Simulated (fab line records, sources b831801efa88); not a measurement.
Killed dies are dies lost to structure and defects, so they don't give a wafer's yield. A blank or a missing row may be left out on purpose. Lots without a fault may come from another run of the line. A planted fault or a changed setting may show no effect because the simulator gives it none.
Tool commonality check | flow sky130 | 14 lots, 42 wafers sampled

WHY IT WAS OPENED
At SKY_PWDE_TW_MEAS_10 the reading PWDE_TW is flagged on 2 of 14 lots. Wafers without a fault read 376.8, standard deviation 2.7.
Rule: a lot is flagged when every wafer of it that has a number lies more than 4 standard deviations from that mean, or none has a number. The other lots count as sound.

lot  | measured    | on            | PWDE_TW, wafer by wafer | flag
L267 | day 3 16:55 | film_metro-02 | 381.7 382.6 383.3       |
L269 | day 4 07:00 | film_metro-04 | 376.1 374.4 375.6       |
L271 | day 4 17:46 | film_metro-04 | 377.4 376.8 376.6       |
L272 | day 4 21:03 | film_metro-04 | 375.3 373.7 375.9       |
L275 | day 5 19:11 | film_metro-04 | 377.1 377.8 379.3       |
L276 | day 6 01:01 | film_metro-04 | 377.2 376.3 375.7       |
L277 | day 6 03:01 | film_metro-04 | 376.6 377.4 374.9       |
L279 | day 6 14:43 | film_metro-04 | 378.1 378.2 379.3       |
L280 | day 7 00:20 | film_metro-04 | 375.5 373.9 376.0       |
L283 | day 7 14:37 | film_metro-04 | 372.5 375.5 375.3       |
L286 | day 8 07:17 | film_metro-04 | 30.2 30.1 30.2          | FLAGGED
L287 | day 8 12:43 | film_metro-03 | 30.1 30.2 30.2          | FLAGGED
L289 | day 8 22:49 | film_metro-03 | 375.8 375.2 375.1       |
L290 | day 9 04:27 | film_metro-02 | 379.9 379.9 381.3       |
The numbers of the flagged lots are 30.2 on average: -346.6 against the usual, or -99 or more standard deviations.

WHICH TOOL RAN EACH LOT
The record holds 2 process steps before the reading, out of a route of 708 steps. In each cell: the tool, then ch and the chambers that the sampled wafers went through, then the start.
lot  | flag    | SKY_DNWELL_STRIP_08                 | SKY_PWDE_STRIP_09
L267 |         | plasma_asher-02 ch 0,1, day 3 00:49 | plasma_asher-02 ch 0,1, day 3 16:48
L269 |         | plasma_asher-03 ch 0,1, day 3 14:13 | plasma_asher-02 ch 0,1, day 4 06:54
L271 |         | plasma_asher-03 ch 0,1, day 4 01:28 | plasma_asher-02 ch 0,1, day 4 17:40
L272 |         | plasma_asher-02 ch 0,1, day 4 04:13 | plasma_asher-04 ch 0,1, day 4 20:57
L275 |         | plasma_asher-04 ch 0,1, day 5 00:40 | plasma_asher-02 ch 0,1, day 5 19:05
L276 |         | plasma_asher-04 ch 0,1, day 5 05:58 | plasma_asher-04 ch 0,1, day 6 00:55
L277 |         | plasma_asher-03 ch 0,1, day 5 08:40 | plasma_asher-01 ch 0,1, day 6 02:54
L279 |         | plasma_asher-04 ch 0,1, day 5 19:19 | plasma_asher-04 ch 0,1, day 6 14:37
L280 |         | plasma_asher-03 ch 0,1, day 6 05:07 | plasma_asher-01 ch 0,1, day 7 00:14
L283 |         | plasma_asher-03 ch 0,1, day 6 18:13 | plasma_asher-02 ch 0,1, day 7 14:31
L286 | FLAGGED | plasma_asher-03 ch 0,1, day 7 11:18 | plasma_asher-04 ch 0,1, day 8 07:12
L287 | FLAGGED | plasma_asher-03 ch 0,1, day 7 15:40 | plasma_asher-02 ch 0,1, day 8 12:36
L289 |         | plasma_asher-02 ch 0,1, day 8 01:25 | plasma_asher-04 ch 1, day 8 22:43
L290 |         | plasma_asher-02 ch 0,1, day 8 07:28 | plasma_asher-01 ch 0,1, day 9 04:21
What these steps do:
- SKY_DNWELL_STRIP_08: strips in O2/N2.
- SKY_PWDE_STRIP_09: strips in O2/N2.
- SKY_PWDE_TW_MEAS_10

FLAGGED OVER TOTAL, TOOL BY TOOL (the gauges that took the reading come last)
step                | tool            | lots run | flagged | share of the flagged lots | sound lots run after its first flagged lot
SKY_DNWELL_STRIP_08 | plasma_asher-02 | 4        | 0       | none                      | -
SKY_DNWELL_STRIP_08 | plasma_asher-03 | 7        | 2       | all                       | 0
SKY_DNWELL_STRIP_08 | plasma_asher-04 | 3        | 0       | none                      | -
SKY_PWDE_STRIP_09   | plasma_asher-01 | 3        | 0       | none                      | -
SKY_PWDE_STRIP_09   | plasma_asher-02 | 6        | 1       | some                      | 0
SKY_PWDE_STRIP_09   | plasma_asher-04 | 5        | 1       | some                      | 1 (L289)
SKY_PWDE_TW_MEAS_10 | film_metro-02   | 2        | 0       | none                      | -
SKY_PWDE_TW_MEAS_10 | film_metro-03   | 2        | 1       | some                      | 1 (L289)
SKY_PWDE_TW_MEAS_10 | film_metro-04   | 10       | 1       | some                      | 0

WHAT THE TABLE ALLOWS
1 row of the table ran every flagged lot: plasma_asher-03 at SKY_DNWELL_STRIP_08.
- plasma_asher-03 at SKY_DNWELL_STRIP_08: 2 of its 7 lots flagged. Its last sound lot is L283 (day 6 18:13), its first flagged lot L286 (day 7 11:18): a fault that began between those two fits. On the flagged lots its readings are blank where sound lots have values: chamber_pressure_mTorr, drypump_motor_current_A, oes_product_au, strip_time_to_endpoint_s.
One tool is left: plasma_asher-03 at SKY_DNWELL_STRIP_08.

WHAT THE SIMULATOR HAD PUT IN
Skipped step whole: plasma_asher-03, from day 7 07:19 on, at SKY_DNWELL_STRIP_08. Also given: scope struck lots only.
Lots struck among those shown: L286, L287. The rule above found the same.
